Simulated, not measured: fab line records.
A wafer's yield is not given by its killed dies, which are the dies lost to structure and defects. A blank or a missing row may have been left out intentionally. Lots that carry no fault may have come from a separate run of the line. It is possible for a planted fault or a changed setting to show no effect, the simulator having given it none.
fab line records	flow sky130
record lots=12	wafers=36	last-day=50
route steps=708 shown RES_PROTECT@216 VIA2@529 METAL3@569 PASSIVATION@693 PAD_OPEN@708
lots that met no fault: from a run of the same line without faults
start-h: hours from the record's first day to the start of the lot's first wafer shown	wait-h: time in hours since the lot's previous step	" same as the row above	L1.1+2: one row covering several wafers at once	- no value, or no start given	* or withheld: withheld	< > ~ a bound
route shown NAME@n: names a module that has steps shown in the file, with the first one's number in the route	usual: mean and standard deviation over wafers with no fault	same: alike in all rows	chamber/n: place in a boat	sites: each site's reading	_std_site: the standard deviation of these	_edge_site: outer sites' mean less inner sites'	radius-mm: how far each site lies from the wafer's centre	mask NAME#n: copy n	behind: the most recent tool/chamber to have shaped the wafer	hold: cause of the lot's hold/its duration in hours/its outcome	device: whichever transistor did not switch (one of n, p or np)	end of line: tests of these same wafers at the route's end	a step with no rows: only its recipe	killed: not the wafer's yield, but the dies lost to structure and defects at the first sort	map: the dies of a wafer, with x for killed, . for not killed, _ for no die there
set.NAME: the setting the step ran with; set.NAME@STEP: the setting that earlier step ran with	model.NAME: the simulator's own value behind a step, which no gauge read
the route's steps for a sample of lots (tables are steps, rows are wafers)
services: a tool's chamber out of use, with start hour (start-h, from the record's first day; less than 0 if before it), hours out, and reason
## steps
# step SKY_RES_PROTECT_CLEAN_09
# recipe chemistry=SC1/SC2	mix=1:4:20	temp-c=70	time-s=150	dry=n2-spin
# usual bath-guard-temp-C=70.3/0.58
lot.wafer	tool	chamber	start-h	wait-h	bath-guard-temp-C
L587.3	wet-bench-04	0	343.23	0.0	69.5
L587.5	"	0	"	"	69.4
L587.6	"	0	"	"	70.1
L588.3	wet-bench-04	1	349.87	0.0	70.7
L588.4	"	1	"	"	70.9
L588.6	"	1	"	"	70.7
L591.1	wet-bench-04	1	396.62	0.1	70.7
L591.2	"	1	"	"	71.0
L591.4	"	1	"	"	70.7
L589.2	wet-bench-04	0	397.49	0.0	69.7
L589.3	"	0	"	"	69.7
L589.6	"	0	"	"	69.6
L590.1	wet-bench-01	3	397.53	0.1	71.1
L590.4	"	3	"	"	70.9
L590.6	"	3	"	"	71.2
L592.2	wet-bench-03	0	404.12	0.0	70.2
L592.3	"	0	"	"	70.3
L592.4	"	0	"	"	70.6
L595.4	wet-bench-01	3	420.44	0.0	70.6
L595.5	"	3	"	"	71.0
L595.6	"	3	"	"	70.9
L597.1	wet-bench-04	2	436.47	0.1	69.5
L597.2	"	2	"	"	69.7
L597.6	"	2	"	"	69.7
L599.1	wet-bench-04	2	456.04	0.1	69.4
L599.3	"	2	"	"	69.2
L599.5	"	2	"	"	69.7
L600.2	wet-bench-01	2	464.82	0.0	71.5
L600.3	"	2	"	"	71.1
L600.5	"	2	"	"	71.2
L606.3	wet-bench-01	3	504.08	0.0	70.8
L606.4	"	3	"	"	70.6
L606.5	"	3	"	"	70.7
L608.1	wet-bench-03	3	527.43	0.1	70.0
L608.2	"	3	"	"	70.3
L608.5	"	3	"	"	70.2
# step SKY_VIA2_RS_MEAS_22
# recipe thk-meas-gauge=four-point-probe	reads=W_of_VIA2_CVD_21+TiN_of_VIA2_SPUTTER_20
# usual VIA2_W_RS=0.273/0.0041
lot.wafer	tool	chamber	start-h	wait-h	VIA2_W_RS[ohm/sq]
L587.3	film-metro-04	-	850.87	0.1	0.275
L587.5	"	-	"	"	0.272
L587.6	"	-	"	"	0.261
L588.3	film-metro-02	-	856.64	0.1	0.263
L588.4	"	-	"	"	0.272
L588.6	"	-	"	"	0.262
L591.1	film-metro-02	-	898.67	0.1	0.274
L591.2	"	-	"	"	0.278
L591.4	"	-	"	"	0.276
L590.1	film-metro-04	-	904.10	0.1	0.278
L590.4	"	-	"	"	0.268
L590.6	"	-	"	"	0.270
L589.2	film-metro-03	-	905.07	0.1	0.279
L589.3	"	-	"	"	0.275
L589.6	"	-	"	"	0.275
L592.2	film-metro-02	-	907.09	0.1	0.278
L592.3	"	-	"	"	0.276
L592.4	"	-	"	"	0.274
L595.4	film-metro-02	-	943.14	0.1	0.271
L595.5	"	-	"	"	0.276
L595.6	"	-	"	"	0.268
L597.1	film-metro-04	-	947.01	0.1	0.273
L597.2	"	-	"	"	0.275
L597.6	"	-	"	"	0.274
L599.1	film-metro-03	-	947.73	0.1	0.273
L599.3	"	-	"	"	0.268
L599.5	"	-	"	"	0.275
L600.2	film-metro-02	-	954.89	0.1	0.270
L600.3	"	-	"	"	0.270
L600.5	"	-	"	"	0.272
L606.3	film-metro-04	-	985.74	0.1	0.270
L606.4	"	-	"	"	0.279
L606.5	"	-	"	"	0.273
L608.1	film-metro-03	-	1002.03	0.1	0.277
L608.2	"	-	"	"	0.274
L608.5	"	-	"	"	0.273
# step SKY_METAL3_STRIP_19
# recipe chemistry=O2/N2	power-w=1400	pressure-mtorr=1500	platen-temp-c=withheld	o2-flow-sccm=3000	n2-flow-sccm=300	overash-fraction=0.5
# usual drypump-motor-current-A=5.8/0.45	oes-product-au=0.501/0.0064	strip-time-to-endpoint-s=6.49/0.096
lot.wafer	tool	chamber	start-h	wait-h	drypump-motor-current-A	oes-product-au	rf-hours-counter-h	strip-time-to-endpoint-s
L587.3	plasma-asher-03	0	905.72	0.1	5.8	0.495	-	6.43
L587.5	"	1	"	"	6.5	0.495	-	6.34
L587.6	"	0	"	"	5.8	0.509	-	6.45
L588.3	plasma-asher-03	0	911.27	0.1	5.8	0.496	-	6.31
L588.4	"	1	"	"	6.5	0.498	-	6.45
L588.6	"	1	"	"	6.5	0.490	-	6.28
L591.1	plasma-asher-03	0	949.78	0.1	5.8	0.510	19	6.62
L591.2	"	1	"	"	6.4	0.502	19	6.43
L591.4	"	0	"	"	5.8	0.494	-	6.40
L590.1	plasma-asher-03	0	955.44	0.1	5.8	0.501	20	6.47
L590.4	"	0	"	"	5.8	0.506	-	6.60
L590.6	"	0	"	"	5.8	0.506	-	6.61
L589.2	plasma-asher-01	1	956.09	0.1	5.5	0.498	110	6.44
L589.3	"	0	"	"	5.9	0.508	-	6.44
L589.6	"	0	"	"	5.9	0.501	-	6.42
L592.2	plasma-asher-01	0	961.04	0.1	5.9	0.503	110	6.50
L592.3	"	1	"	"	5.5	0.507	-	6.49
L592.4	"	0	"	"	5.9	0.499	-	6.53
L595.4	plasma-asher-02	0	992.99	0.1	5.0	0.504	-	6.46
L595.5	"	1	"	"	5.5	0.507	-	6.59
L595.6	"	0	"	"	5.0	0.500	-	6.47
L597.1	plasma-asher-03	1	995.90	0.1	6.5	0.493	24	6.43
L597.2	"	0	"	"	5.8	0.492	24	6.31
L597.6	"	1	"	"	6.5	0.495	-	6.32
L599.1	plasma-asher-02	0	996.81	0.1	5.0	0.517	91	6.63
L599.3	"	1	"	"	5.5	0.501	-	6.60
L599.5	"	1	"	"	5.5	0.507	-	6.49
L600.2	plasma-asher-03	1	1003.41	0.1	6.4	0.494	25	6.38
L600.3	"	1	"	"	6.5	0.507	-	6.67
L600.5	"	1	"	"	6.5	0.489	-	6.36
L606.3	plasma-asher-03	0	1033.78	0.1	5.8	0.500	-	6.54
L606.4	"	1	"	"	6.5	0.500	-	6.50
L606.5	"	0	"	"	5.8	0.510	-	6.54
L608.1	plasma-asher-02	1	1050.01	0.1	5.5	0.516	96	6.55
L608.2	"	0	"	"	5.0	0.498	96	6.39
L608.5	"	1	"	"	5.5	0.495	-	6.37
# step SKY_PASSIVATION_STRIP_12
# recipe chemistry=O2/N2	power-w=1400	pressure-mtorr=1500	platen-temp-c=withheld	overash-fraction=0.7	o2-flow-sccm=3000	n2-flow-sccm=300
# usual drypump-motor-current-A=5.6/0.39	oes-product-au=0.661/0.0048	strip-time-to-endpoint-s=31.57/0.17
lot.wafer	tool	chamber	start-h	wait-h	drypump-motor-current-A	oes-product-au	rf-hours-counter-h	strip-time-to-endpoint-s
L587.3	plasma-asher-02	1	1055.80	0.1	5.5	0.660	-	31.52
L587.5	"	0	"	"	5.0	0.663	-	31.26
L587.6	"	1	"	"	5.5	0.659	-	31.52
L588.3	plasma-asher-04	1	1059.00	0.1	5.2	0.657	-	31.71
L588.4	"	0	"	"	6.1	0.666	-	31.96
L588.6	"	1	"	"	5.2	0.660	-	31.83
L591.1	plasma-asher-02	1	1092.67	0.1	5.5	0.659	101	31.79
L591.2	"	0	"	"	5.0	0.651	101	31.56
L591.4	"	0	"	"	5.0	0.667	-	31.43
L590.1	plasma-asher-02	0	1096.57	0.1	5.0	0.660	102	31.56
L590.4	"	0	"	"	5.0	0.659	-	31.47
L590.6	"	1	"	"	5.5	0.663	-	31.57
L589.2	plasma-asher-04	1	1096.92	0.1	5.2	0.664	65	31.52
L589.3	"	0	"	"	6.2	0.669	-	31.42
L589.6	"	0	"	"	6.2	0.653	-	31.82
L592.2	plasma-asher-04	1	1101.77	0.1	5.2	0.659	65	31.40
L592.3	"	1	"	"	5.2	0.658	-	31.61
L592.4	"	0	"	"	6.1	0.659	-	31.44
L595.4	plasma-asher-01	1	1131.15	0.0	5.5	0.670	-	31.64
L595.5	"	0	"	"	5.9	0.662	-	31.59
L595.6	"	1	"	"	5.5	0.663	-	31.65
L597.1	plasma-asher-01	0	1131.96	0.1	5.9	0.650	6	31.44
L597.2	"	1	"	"	5.5	0.657	6	31.58
L597.6	"	1	"	"	5.5	0.666	-	31.71
L599.1	plasma-asher-01	1	1132.31	0.1	5.5	0.663	6	31.41
L599.3	"	1	"	"	5.5	0.662	-	31.38
L599.5	"	1	"	"	5.5	0.659	-	31.48
L600.2	plasma-asher-04	1	1137.54	0.1	5.2	0.661	69	31.38
L600.3	"	1	"	"	5.2	0.658	-	31.55
L600.5	"	0	"	"	6.2	0.651	-	31.60
L606.3	plasma-asher-01	1	1163.50	0.1	5.5	0.651	-	31.82
L606.4	"	0	"	"	5.9	0.662	-	31.77
L606.5	"	1	"	"	5.5	0.661	-	31.40
L608.1	plasma-asher-04	0	1174.74	0.1	6.2	0.666	72	31.72
L608.2	"	1	"	"	5.2	0.663	72	31.63
L608.5	"	1	"	"	5.2	0.649	-	31.72
# step SKY_PAD_OPEN_PROBE_99
# usual killed_at_M0_to_M3=43/7.5	killed_at_M4_up=2.8/1.8	killed-at-contacts=24/5.3	killed-at-front-end=14/4.2	killed-at-other=0.3/0.54	killed-dies=84/9.4	killed-open=46/7.1	killed-short=38/6.6
# same gross-dies=492	killed-at-back-side=0
lot.wafer	tool	chamber	start-h	wait-h	hold	killed_at_M0_to_M3	killed_at_M4_up	killed-at-contacts	killed-at-front-end	killed-at-other	killed-dies	killed-open	killed-short
L587.3	prober-02	-	1079.71	0.2	-	43	3	31	15	1	93	52	41
L587.5	prober-02	-	1079.81	0.2	-	37	5	25	13	2	82	50	32
L587.6	prober-02	-	1079.86	0.2	-	52	3	33	16	0	104	55	49
L588.3	prober-01	-	1082.36	0.2	-	41	0	22	14	2	79	51	26
L588.4	prober-01	-	1082.41	0.2	-	50	5	22	15	1	93	59	34
L588.6	prober-01	-	1082.51	0.2	-	48	1	25	19	0	93	54	39
L591.1	prober-02	-	1115.43	0.1	-	38	1	26	8	0	73	41	32
L591.2	prober-02	-	1115.48	0.1	-	44	1	21	20	1	87	46	41
L591.4	prober-02	-	1115.58	0.2	-	39	5	32	14	0	90	44	46
L590.1	prober-01	-	1118.96	0.1	-	48	1	29	13	1	92	43	49
L590.4	prober-01	-	1119.11	0.2	-	53	1	22	17	0	93	54	39
L590.6	prober-01	-	1119.21	0.2	-	46	4	19	14	0	83	39	44
L589.2	prober-02	-	1120.51	0.1	-	47	3	18	15	0	83	48	35
L589.3	prober-02	-	1120.56	0.2	-	33	0	19	18	0	70	41	29
L589.6	prober-02	-	1120.71	0.2	-	54	5	23	14	0	96	56	40
L592.2	prober-02	-	1123.51	0.1	-	41	2	20	20	0	83	45	37
L592.3	prober-02	-	1123.56	0.2	-	41	6	35	17	0	99	65	34
L592.4	prober-02	-	1123.61	0.2	-	44	1	26	14	0	85	52	33
L595.4	prober-02	-	1152.48	0.2	-	54	1	21	16	1	93	43	48
L595.5	prober-02	-	1152.53	0.2	-	40	3	30	15	1	89	47	41
L595.6	prober-02	-	1152.58	0.2	-	48	2	21	14	1	86	45	38
L599.1	prober-01	-	1153.84	0.1	-	43	2	17	19	0	81	46	35
L599.3	prober-01	-	1153.94	0.2	-	44	2	16	26	0	88	43	45
L599.5	prober-01	-	1154.04	0.2	-	51	3	16	13	0	83	50	33
L597.1	prober-02	-	1154.13	0.4	-	36	1	26	9	1	73	45	27
L597.2	prober-02	-	1154.18	0.4	-	41	1	31	12	0	85	50	35
L597.6	prober-02	-	1154.38	0.5	-	42	2	19	14	0	77	51	26
L600.2	prober-02	-	1157.77	0.1	-	46	1	31	23	0	101	53	48
L600.3	prober-02	-	1157.82	0.2	-	58	6	21	20	1	106	58	48
L600.5	prober-02	-	1157.92	0.2	-	54	8	28	13	1	104	47	56
L606.3	prober-02	-	1181.03	0.2	await-dispo/1.0h/release	26	2	35	14	48	125	41	36
L606.4	prober-02	-	1181.08	0.2	await-dispo/1.0h/release	39	2	27	12	48	128	48	32
L606.5	prober-02	-	1181.13	0.2	await-dispo/1.0h/release	45	5	27	13	53	143	45	42
L608.1	prober-01	-	1192.31	0.1	-	47	4	26	17	1	95	57	38
L608.2	prober-01	-	1192.36	0.1	-	54	5	21	10	0	90	52	38
L608.5	prober-01	-	1192.51	0.2	-	50	4	27	12	0	93	51	42
# killed by level:class
L587.3 CONTACT:geometric-particle:open=9 METAL2:geometric-particle:short=9 VIA1:geometric-particle:open=9 LI_CONTACT:geometric-particle:open=8 FIELD_ISO:geometric-particle:short=6 LOCAL_INTERCONNECT:geometric-particle:short=6 VIA3:geometric-particle:open=6 CONTACT:geometric-particle:short=5
L587.5 CONTACT:geometric-particle:open=9 LI_CONTACT:geometric-particle:open=8 METAL1:geometric-particle:short=8 VIA3:geometric-particle:open=7 VIA1:geometric-particle:open=7 FIELD_ISO:geometric-particle:open=5 POLY_GATE:geometric-particle:open=4 CONTACT:geometric-particle:short=4
L587.6 VIA1:geometric-particle:open=10 VIA2:geometric-particle:open=10 LI_CONTACT:geometric-particle:open=9 CONTACT:geometric-particle:open=8 LOCAL_INTERCONNECT:geometric-particle:short=7 METAL1:geometric-particle:short=7 POLY_GATE:geometric-particle:open=6 LI_CONTACT:geometric-particle:short=6
L588.3 VIA1:geometric-particle:open=17 CONTACT:geometric-particle:open=11 POLY_GATE:geometric-particle:open=6 VIA1:geometric-particle:short=5 LI_CONTACT:geometric-particle:open=5 VIA2:geometric-particle:open=5 FIELD_ISO:geometric-particle:open=4 LOCAL_INTERCONNECT:geometric-particle:short=3
L588.4 VIA1:geometric-particle:open=14 VIA3:geometric-particle:open=11 CONTACT:geometric-particle:open=10 VIA2:geometric-particle:open=8 LI_CONTACT:geometric-particle:open=6 VIA2:geometric-particle:short=5 METAL4:geometric-particle:short=5 POLY_GATE:geometric-particle:short=4
L588.6 VIA1:geometric-particle:open=13 LI_CONTACT:geometric-particle:open=10 VIA1:geometric-particle:short=8 VIA3:geometric-particle:open=7 CONTACT:geometric-particle:open=7 METAL1:geometric-particle:short=7 VIA2:geometric-particle:open=5 FIELD_ISO:geometric-particle:open=4
L591.1 CONTACT:geometric-particle:open=11 VIA1:geometric-particle:open=10 VIA2:geometric-particle:open=7 LOCAL_INTERCONNECT:geometric-particle:short=6 METAL2:geometric-particle:short=5 VIA2:geometric-particle:short=5 LI_CONTACT:geometric-particle:open=3 LI_CONTACT:geometric-particle:short=3
L591.2 CONTACT:geometric-particle:open=10 VIA1:geometric-particle:open=8 VIA1:geometric-particle:short=7 FIELD_ISO:geometric-particle:short=6 POLY_GATE:geometric-particle:open=6 VIA3:geometric-particle:open=6 METAL1:geometric-particle:short=6 METAL2:geometric-particle:short=6
L591.4 CONTACT:geometric-particle:open=13 VIA1:geometric-particle:open=11 CONTACT:geometric-particle:short=9 METAL1:geometric-particle:short=6 METAL2:geometric-particle:short=6 POLY_GATE:geometric-particle:open=5 METAL2:geometric-particle:open=4 LI_CONTACT:geometric-particle:open=4
L590.1 CONTACT:geometric-particle:open=10 VIA1:geometric-particle:short=9 CONTACT:geometric-particle:short=7 VIA1:geometric-particle:open=7 LI_CONTACT:geometric-particle:open=6 POLY_GATE:geometric-particle:short=5 VIA2:geometric-particle:open=5 METAL1:geometric-particle:short=5
L590.4 VIA1:geometric-particle:open=16 VIA3:geometric-particle:open=11 METAL3:geometric-particle:short=6 POLY_GATE:geometric-particle:short=5 VIA2:geometric-particle:open=5 CONTACT:geometric-particle:open=5 POLY_GATE:geometric-particle:open=4 LI_CONTACT:geometric-particle:open=4
L590.6 VIA2:geometric-particle:open=8 METAL2:geometric-particle:short=8 VIA3:geometric-particle:open=8 LOCAL_INTERCONNECT:geometric-particle:short=6 POLY_GATE:geometric-particle:open=5 METAL1:geometric-particle:short=5 VIA1:geometric-particle:open=5 POLY_GATE:geometric-particle:short=4
L589.2 VIA1:geometric-particle:open=15 CONTACT:geometric-particle:open=9 VIA1:geometric-particle:short=7 FIELD_ISO:geometric-particle:open=5 VIA2:geometric-particle:short=5 VIA3:geometric-particle:open=5 LI_CONTACT:geometric-particle:open=4 METAL2:geometric-particle:short=4
L589.3 VIA1:geometric-particle:open=9 FIELD_ISO:geometric-particle:open=7 LI_CONTACT:geometric-particle:open=7 CONTACT:geometric-particle:short=6 VIA2:geometric-particle:open=5 METAL2:geometric-particle:short=5 POLY_GATE:geometric-particle:open=4 METAL1:geometric-particle:short=4
L589.6 VIA1:geometric-particle:open=13 CONTACT:geometric-particle:open=10 LI_CONTACT:geometric-particle:open=8 VIA2:geometric-particle:open=8 METAL1:geometric-particle:short=8 VIA1:geometric-particle:short=5 VIA2:geometric-particle:short=5 VIA3:geometric-particle:open=5
L592.2 VIA1:geometric-particle:open=12 CONTACT:geometric-particle:open=9 FIELD_ISO:geometric-particle:short=6 VIA1:geometric-particle:short=6 VIA2:geometric-particle:open=5 VIA3:geometric-particle:open=5 POLY_GATE:geometric-particle:short=4 LOCAL_INTERCONNECT:geometric-particle:short=4
L592.3 VIA1:geometric-particle:open=17 CONTACT:geometric-particle:open=17 FIELD_ISO:geometric-particle:open=7 VIA3:geometric-particle:open=7 LI_CONTACT:geometric-particle:open=6 LI_CONTACT:geometric-particle:short=5 VIA2:geometric-particle:open=4 POLY_GATE:geometric-particle:short=4
L592.4 CONTACT:geometric-particle:open=13 VIA1:geometric-particle:open=10 METAL2:geometric-particle:short=7 VIA2:geometric-particle:open=6 LI_CONTACT:geometric-particle:open=5 VIA3:geometric-particle:open=4 POLY_GATE:geometric-particle:short=4 LOCAL_INTERCONNECT:geometric-particle:short=4
L595.4 VIA1:geometric-particle:open=11 VIA2:geometric-particle:open=8 VIA3:geometric-particle:open=8 CONTACT:geometric-particle:open=7 POLY_GATE:geometric-particle:short=6 LOCAL_INTERCONNECT:geometric-particle:short=6 VIA1:geometric-particle:short=6 METAL1:geometric-particle:short=6
L595.5 LI_CONTACT:geometric-particle:open=9 CONTACT:geometric-particle:open=8 CONTACT:geometric-particle:short=7 VIA1:geometric-particle:open=7 METAL2:geometric-particle:short=7 METAL1:geometric-particle:short=5 VIA2:geometric-particle:open=5 FIELD_ISO:geometric-particle:short=4
L595.6 CONTACT:geometric-particle:open=9 METAL1:geometric-particle:short=9 VIA1:geometric-particle:open=9 VIA2:geometric-particle:open=8 METAL2:geometric-particle:short=5 VIA3:geometric-particle:open=5 FIELD_ISO:geometric-particle:short=4 VIA3:geometric-particle:short=4
L599.1 VIA2:geometric-particle:open=10 CONTACT:geometric-particle:open=7 VIA1:geometric-particle:open=7 METAL2:geometric-particle:short=7 FIELD_ISO:geometric-particle:open=6 FIELD_ISO:geometric-particle:short=4 POLY_GATE:geometric-particle:open=4 LI_CONTACT:geometric-particle:open=4
L599.3 CONTACT:geometric-particle:open=11 VIA1:geometric-particle:open=9 FIELD_ISO:geometric-particle:short=7 METAL2:geometric-particle:short=7 VIA2:geometric-particle:open=6 POLY_GATE:geometric-particle:open=5 VIA3:geometric-particle:short=5 SPACER:geometric-particle:short=4
L599.5 VIA2:geometric-particle:open=12 VIA1:geometric-particle:open=9 METAL2:geometric-particle:short=8 VIA3:geometric-particle:open=7 LI_CONTACT:geometric-particle:open=6 POLY_GATE:geometric-particle:open=5 FIELD_ISO:geometric-particle:open=4 CONTACT:geometric-particle:short=4
L597.1 VIA3:geometric-particle:open=9 CONTACT:geometric-particle:open=9 VIA2:geometric-particle:open=8 CONTACT:geometric-particle:short=7 VIA1:geometric-particle:open=6 LI_CONTACT:geometric-particle:open=5 LI_CONTACT:geometric-particle:short=3 METAL1:geometric-particle:short=3
L597.2 CONTACT:geometric-particle:open=11 VIA2:geometric-particle:open=9 LI_CONTACT:geometric-particle:open=7 METAL2:geometric-particle:short=6 LI_CONTACT:geometric-particle:short=5 LOCAL_INTERCONNECT:geometric-particle:short=5 METAL1:geometric-particle:short=5 VIA1:geometric-particle:open=5
L597.6 VIA1:geometric-particle:open=9 CONTACT:geometric-particle:open=7 VIA2:geometric-particle:open=7 LI_CONTACT:geometric-particle:open=5 VIA3:geometric-particle:open=5 METAL2:geometric-particle:short=5 METAL2:geometric-particle:open=4 FIELD_ISO:geometric-particle:open=3
L600.2 VIA2:geometric-particle:open=10 LI_CONTACT:geometric-particle:open=8 LOCAL_INTERCONNECT:geometric-particle:short=7 VIA3:geometric-particle:open=7 METAL1:geometric-particle:short=7 FIELD_ISO:geometric-particle:open=6 CONTACT:geometric-particle:open=6 LI_CONTACT:geometric-particle:short=6
L600.3 VIA2:geometric-particle:open=13 VIA1:geometric-particle:open=9 METAL2:geometric-particle:short=9 POLY_GATE:geometric-particle:short=8 POLY_GATE:geometric-particle:open=7 CONTACT:geometric-particle:open=7 VIA3:geometric-particle:open=6 LOCAL_INTERCONNECT:geometric-particle:short=6
L600.5 VIA1:geometric-particle:open=11 CONTACT:geometric-particle:open=9 VIA3:geometric-particle:open=8 METAL1:geometric-particle:short=7 VIA1:geometric-particle:short=7 LI_CONTACT:geometric-particle:open=6 METAL4:geometric-particle:short=6 LOCAL_INTERCONNECT:geometric-particle:short=5
L606.3 RES_PROTECT:unspecified=48 CONTACT:geometric-particle:open=10 LI_CONTACT:geometric-particle:open=9 LI_CONTACT:geometric-particle:short=8 FIELD_ISO:geometric-particle:short=6 VIA1:geometric-particle:open=6 VIA3:geometric-particle:open=5 METAL1:geometric-particle:short=4
L606.4 RES_PROTECT:unspecified=48 VIA3:geometric-particle:open=11 LI_CONTACT:geometric-particle:open=9 CONTACT:geometric-particle:open=9 METAL2:geometric-particle:short=8 FIELD_ISO:geometric-particle:open=6 VIA2:geometric-particle:open=5 FIELD_ISO:geometric-particle:short=4
L606.5 RES_PROTECT:unspecified=53 LI_CONTACT:geometric-particle:open=12 VIA1:geometric-particle:open=11 VIA3:geometric-particle:open=7 FIELD_ISO:geometric-particle:short=6 METAL2:geometric-particle:short=6 VIA2:geometric-particle:open=5 METAL4:geometric-particle:short=5
L608.1 VIA1:geometric-particle:open=17 CONTACT:geometric-particle:open=10 CONTACT:geometric-particle:short=7 VIA2:geometric-particle:open=7 FIELD_ISO:geometric-particle:open=6 VIA3:geometric-particle:open=6 LOCAL_INTERCONNECT:geometric-particle:short=4 METAL2:geometric-particle:short=4
L608.2 VIA1:geometric-particle:open=16 LI_CONTACT:geometric-particle:open=7 METAL2:geometric-particle:short=6 VIA3:geometric-particle:open=6 METAL1:geometric-particle:short=5 VIA1:geometric-particle:short=5 VIA2:geometric-particle:open=5 FIELD_ISO:geometric-particle:open=4
L608.5 VIA1:geometric-particle:open=15 LI_CONTACT:geometric-particle:open=9 CONTACT:geometric-particle:open=7 LOCAL_INTERCONNECT:geometric-particle:short=5 METAL2:geometric-particle:short=5 VIA3:geometric-particle:short=5 VIA3:geometric-particle:open=5 FIELD_ISO:geometric-particle:short=4
## services
tool	chamber	start-h	hours	kind
plasma-asher-02	-	329.51	6.4	repair
plasma-asher-01	-	332.88	0.4	repair
wet-bench-04	-	335.02	0.5	repair
plasma-asher-01	-	336.74	2.2	repair
plasma-asher-03	-	346.03	15.6	pm
plasma-asher-01	-	430.03	14.6	pm
plasma-asher-03	-	447.73	7.3	repair
plasma-asher-02	-	455.12	2.0	repair
plasma-asher-03	-	533.54	4.5	repair
plasma-asher-01	-	545.24	8.8	repair
plasma-asher-03	-	575.71	2.8	pm
plasma-asher-01	-	580.48	28.1	pm
plasma-asher-03	-	587.50	3.2	repair
plasma-asher-02	-	595.22	2.8	pm
plasma-asher-03	-	733.75	9.0	pm
plasma-asher-03	-	760.75	1.3	repair
plasma-asher-03	-	765.17	0.7	repair
plasma-asher-03	-	767.88	2.0	repair
plasma-asher-03	-	828.68	3.6	repair
plasma-asher-01	-	974.02	2.8	pm
plasma-asher-01	-	1055.25	9.0	pm
plasma-asher-01	-	1057.84	0.8	repair
plasma-asher-01	-	1090.31	9.1	repair
plasma-asher-02	-	1113.72	1.1	repair
## key
first-sign step=SKY_PAD_OPEN_PROBE_99	reading=killed-at-other	direction=up	sigmas=49	usual=0.3	struck=49.7
effect step=SKY_PAD_OPEN_PROBE_99	reading=killed-dies	direction=up	sigmas=5	usual=84	struck=132
met-at SKY_RES_PROTECT_CLEAN_09
struck-lots L606
tester-left-out L606
not-acting-at SKY_VIA2_RS_MEAS_22,SKY_METAL3_STRIP_19,SKY_PASSIVATION_STRIP_12
onset-between 464.82 504.08
fault kind=chamber-particle-source	tool=wet-bench-01	chamber=-	onset-h=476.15	steps=SKY_RES_PROTECT_CLEAN_09	rate-per-visit-cm2=0.63521	end-h=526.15
# tester-left-out: of these lots the tester's yield and bins aren't shown, on N5 and GAA mostly nor the transistor test; their killed dies are dies lost to structure and defects alone, not to doping, threshold or leakage, so they don't give the yield
